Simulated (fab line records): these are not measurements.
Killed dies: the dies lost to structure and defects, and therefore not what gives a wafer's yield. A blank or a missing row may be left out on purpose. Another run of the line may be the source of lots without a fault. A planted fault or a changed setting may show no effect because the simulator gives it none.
Check for tools in common | flow gf180mcu | 14 lots and 42 wafers in the sample

== WHY IT WAS OPENED ==
At GF_V5_RS_MEAS_24 the reading V5_W_RS is flagged on 2 of 14 lots. No-fault wafers: 0.326 ohm/sq, standard deviation 0.0038.
Rule: a lot is flagged when every wafer of it that has a number lies more than 4 standard deviations from that mean, or none has a number. The rest of the lots are taken to be sound.

lot  | measured     | on            | V5_W_RS (ohm/sq), wafer by wafer | flag
L244 | day 26 23:05 | film metro-01 | 0.328 0.331 0.331                |
L246 | day 27 13:31 | film metro-04 | 0.331 0.330 0.329                |
L253 | day 30 05:32 | film metro-04 | 43.453 43.615 44.313             | FLAGGED
L254 | day 30 07:04 | film metro-01 | 43.768 44.070 43.415             | FLAGGED
L256 | day 30 21:26 | film metro-03 | 0.328 0.326 0.328                |
L257 | day 31 13:51 | film metro-01 | 0.324 0.326 0.321                |
L259 | day 32 01:14 | film metro-03 | 0.329 0.329 0.323                |
L260 | day 32 14:22 | film metro-03 | 0.323 0.322 0.325                |
L262 | day 32 15:04 | film metro-01 | 0.331 0.328 0.331                |
L263 | day 33 04:29 | film metro-03 | 0.329 0.326 0.327                |
L264 | day 33 04:59 | film metro-03 | 0.326 0.323 0.328                |
L265 | day 33 11:54 | film metro-03 | 0.321 0.321 0.325                |
L266 | day 33 11:55 | film metro-01 | 0.331 0.327 0.331                |
L267 | day 33 21:08 | film metro-03 | 0.322 0.322 0.325                |
Averaged over the flagged lots the numbers come to 43.772 ohm/sq, +43.446 ohm/sq from the usual (+99 or more standard deviations).

== WHICH TOOL RAN EACH LOT ==
The record holds 2 process steps before the reading, out of a route of 602 steps. In each cell: the tool, then ch and the chambers that the sampled wafers went through, then the start.
lot  | flag    | GF_MIM_STRIP_20                      | GF_V5_CVD_23
L244 |         | plasma asher-04 ch 0,1, day 25 02:46 | cvd w-02 ch 0,1, day 26 22:56
L246 |         | plasma asher-03 ch 0,1, day 25 16:44 | cvd w-02 ch 0,1, day 27 13:24
L253 | FLAGGED | plasma asher-03 ch 0,1, day 28 13:04 | cvd w-02 ch 0,1, day 30 05:25
L254 | FLAGGED | plasma asher-01 ch 0,1, day 28 14:29 | cvd w-01 ch 0,1, day 30 06:57
L256 |         | plasma asher-04 ch 0,1, day 29 05:40 | cvd w-01 ch 0,1, day 30 21:18
L257 |         | plasma asher-03 ch 0,1, day 29 23:49 | cvd w-01 ch 0,1, day 31 13:43
L259 |         | plasma asher-04 ch 0,1, day 30 11:11 | cvd w-02 ch 0,1, day 32 01:08
L260 |         | plasma asher-01 ch 0,1, day 31 00:49 | cvd w-01 ch 1, day 32 14:14
L262 |         | plasma asher-04 ch 0,1, day 31 02:28 | cvd w-02 ch 0,1, day 32 14:57
L263 |         | plasma asher-03 ch 0,1, day 31 15:31 | cvd w-02 ch 0,1, day 33 04:22
L264 |         | plasma asher-04 ch 0,1, day 31 16:12 | cvd w-01 ch 0,1, day 33 04:53
L265 |         | plasma asher-03 ch 0,1, day 31 23:02 | cvd w-01 ch 0,1, day 33 11:47
L266 |         | plasma asher-04 ch 0,1, day 32 00:43 | cvd w-02 ch 0,1, day 33 11:48
L267 |         | plasma asher-03 ch 0,1, day 32 10:15 | cvd w-02 ch 0,1, day 33 21:01
What these steps do:
- GF_MIM_STRIP_20: strips in O2/N2.
- GF_V5_CVD_23: deposits W, target thk 350 nm, time 104.9 s.
- GF_V5_RS_MEAS_24: measures by four-point-probe.

== FLAGGED AGAINST TOTAL, ONE TOOL AT A TIME (gauges that did the reading follow at the end) ==
step             | tool            | lots run | flagged | share of the flagged lots | sound lots run after its first flagged lot
GF_MIM_STRIP_20  | plasma asher-01 | 2        | 1       | some                      | 1 (L260)
GF_MIM_STRIP_20  | plasma asher-03 | 6        | 1       | some                      | 4 (L257,L263,L265,L267)
GF_MIM_STRIP_20  | plasma asher-04 | 6        | 0       | none                      | -
GF_V5_CVD_23     | cvd w-01        | 6        | 1       | some                      | 5 (L256,L257,L260,L264,L265)
GF_V5_CVD_23     | cvd w-02        | 8        | 1       | some                      | 5 (L259,L262,L263,L266,L267)
GF_V5_RS_MEAS_24 | film metro-01   | 5        | 1       | some                      | 3 (L257,L262,L266)
GF_V5_RS_MEAS_24 | film metro-03   | 7        | 0       | none                      | -
GF_V5_RS_MEAS_24 | film metro-04   | 2        | 1       | some                      | 0

== WHAT THE TABLE ALLOWS ==
No row of the table ran every flagged lot.

== WHAT THE SIMULATOR HAD INSERTED ==
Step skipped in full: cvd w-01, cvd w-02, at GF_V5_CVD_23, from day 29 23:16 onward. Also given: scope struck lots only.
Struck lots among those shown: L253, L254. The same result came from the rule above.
